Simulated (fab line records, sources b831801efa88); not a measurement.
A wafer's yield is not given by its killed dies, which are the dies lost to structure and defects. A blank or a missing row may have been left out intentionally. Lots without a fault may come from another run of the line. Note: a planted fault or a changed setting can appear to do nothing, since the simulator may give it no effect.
Chamber matching ; flow sky130 ; SKY_CONTACT_HDPCVD_02 on hdpcvd-01 has 3 sister chambers
The step deposits SiO2, target thk 565 nm, time 94.2 s. 3 wafers are shown with their chamber, then 7 later ones without.

## EACH WAFER AND ITS CHAMBER
wafer;chamber;run-length-s (s)
L917.1;1;122.1
L919.5;2;122.7
L919.6;0;121.9

## WAFERS MISSING THEIR CHAMBER
wafer;run-length-s (s)
L922.2;121.7
L922.3;120.3
L922.5;122.5
L923.2;122.1
L930.1;123.1
L930.3;121.7
L930.6;122.6

## THE CHAMBER EACH PASSED THROUGH
wafer;from the rows above;in truth
L922.2;can't be placed: 0 or 1 or 2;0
L922.3;can't be placed: 0 or 1 or 2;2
L922.5;can't be placed: 2 or 1 or 0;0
L923.2;can't be placed: 1 or 0 or 2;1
L930.1;can't be placed: 2 or 1 or 0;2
L930.3;can't be placed: 0 or 1 or 2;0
L930.6;can't be placed: 2 or 1 or 0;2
Correctly placed: 0 of 7. These rows do not allow placing 7 (true chamber among the candidates in 7). Placed wrongly: 0.
How it was worked out, from the rows above alone: a wafer's distance from a chamber is the root of the sum, over the readings, of the square of ((its reading less the chamber's mean) divided by the reading's scatter). The wafer belongs to the nearest chamber; if the next one is less than 2 further off, it can't be placed. Each chamber's mean is taken over the wafers shown for it. The scatter (one wafer shown for each chamber): square how far every hidden wafer sits from the nearest shown wafer, average those squares and take the square root.
